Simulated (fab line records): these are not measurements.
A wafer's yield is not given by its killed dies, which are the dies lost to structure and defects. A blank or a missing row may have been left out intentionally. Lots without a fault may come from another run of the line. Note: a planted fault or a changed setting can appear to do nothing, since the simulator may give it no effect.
Chamber matching + flow sky130 + SKY_CONTACT_CMP_27 on cmp-01: 4 sister chambers
The step polishes, stops on SiO2, t overpolish 15 s, target thk 0 nm. 22 wafers are shown with their chamber, then 11 later ones without.

== EACH WAFER AND ITS CHAMBER ==
| wafer  | chamber | motor current A (A) | time to endpoint s (s) | overpolish run s (s) |
|--------|---------|---------------------|------------------------|----------------------|
| L074.2 | 3       | 10.1                | 83.5                   | 15.006               |
| L074.4 | 0       | 10.3                | 81.2                   | 14.994               |
| L074.5 | 2       | 12.4                | 79.9                   | 14.997               |
| L076.2 | 3       | 9.6                 | 77.3                   | 15.008               |
| L076.4 | 1       | 10.7                | 75.2                   | 15.014               |
| L076.5 | 0       | 10.0                | 82.5                   | 15.001               |
| L077.2 | 1       | 10.1                | 80.2                   | 15.003               |
| L077.3 | 2       | 12.7                | 84.0                   | 14.989               |
| L077.5 | 2       | 11.7                | 82.2                   | 14.991               |
| L079.1 | 0       | 10.0                | 83.8                   | 14.993               |
| L079.3 | 1       | 10.0                | 78.1                   | 14.997               |
| L079.6 | 1       | 10.8                | 77.3                   | 15.000               |
| L080.1 | 2       | 11.9                | 81.6                   | 14.993               |
| L080.2 | 1       | 11.2                | 78.0                   | 15.000               |
| L080.5 | 3       | 9.7                 | 83.0                   | 15.003               |
| L081.1 | 3       | 10.5                | 81.7                   | 14.990               |
| L081.2 | 2       | 12.0                | 82.4                   | 15.018               |
| L081.6 | 0       | 10.3                | 83.8                   | 15.004               |
| L086.2 | 2       | 12.0                | 77.9                   | 15.008               |
| L086.5 | 3       | 10.0                | 83.7                   | 15.000               |
| L086.6 | 2       | 12.4                | 83.5                   | 14.991               |
| L088.1 | 3       | 10.3                | 79.6                   | 15.021               |

SIGNATURES, as means of the wafers listed above
| reading            | chamber 0 | chamber 1 | chamber 2 | chamber 3 | scatter within a chamber |
|--------------------|-----------|-----------|-----------|-----------|--------------------------|
| motor current A    | 10.150    | 10.560    | 12.157    | 10.033    | 0.368                    |
| time to endpoint s | 82.825    | 77.760    | 81.643    | 81.467    | 2.07                     |
| overpolish run s   | 14.99800  | 15.00280  | 14.99814  | 15.00467  | 0.00908                  |
Rule: distance of a wafer from a chamber = root of the sum over the readings of ((wafer's reading minus chamber's mean) / reading's scatter) squared. The wafer belongs to the nearest chamber; if the next one is less than 2 further off, it can't be placed. How the scatter is found: for the shown wafers, subtract from each reading the mean of its chamber, square and add these, divide the total by (wafers less chambers), then take the root.

== WAFERS WHOSE CHAMBER IS MISSING ==
| wafer  | motor current A (A) | time to endpoint s (s) | overpolish run s (s) |
|--------|---------------------|------------------------|----------------------|
| L088.5 | 12.2                | 81.7                   | 14.982               |
| L088.6 | 10.6                | 74.4                   | 14.998               |
| L090.1 | 11.8                | 80.6                   | 14.988               |
| L090.4 | 10.3                | 79.4                   | 15.001               |
| L090.6 | 9.8                 | 80.7                   | 14.985               |
| L092.3 | 10.6                | 80.8                   | 15.000               |
| L092.4 | 10.7                | 77.7                   | 15.016               |
| L092.5 | 10.5                | 81.7                   | 15.012               |
| L094.1 | 10.4                | 77.6                   | 14.986               |
| L094.5 | 10.0                | 76.4                   | 14.992               |
| L094.6 | 9.8                 | 78.3                   | 14.993               |

== WHICH CHAMBER EACH WENT THROUGH ==
| wafer  | from the rows above          | in truth |
|--------|------------------------------|----------|
| L088.5 | 2                            | 2        |
| L088.6 | 1                            | 1        |
| L090.1 | 2                            | 2        |
| L090.4 | can't be placed: 1 or 3 or 0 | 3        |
| L090.6 | can't be placed: 0 or 3 or 1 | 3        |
| L092.3 | can't be placed: 1 or 0 or 3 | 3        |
| L092.4 | can't be placed: 1 or 3      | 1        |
| L092.5 | can't be placed: 3 or 0 or 1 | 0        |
| L094.1 | can't be placed: 1 or 0 or 3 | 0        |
| L094.5 | can't be placed: 1 or 3 or 0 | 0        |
| L094.6 | can't be placed: 3 or 1 or 0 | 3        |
Correct placement for 3 of the 11. Can't be placed from these rows: 8 (the true chamber is among the candidates in 8). 0 placed wrongly.
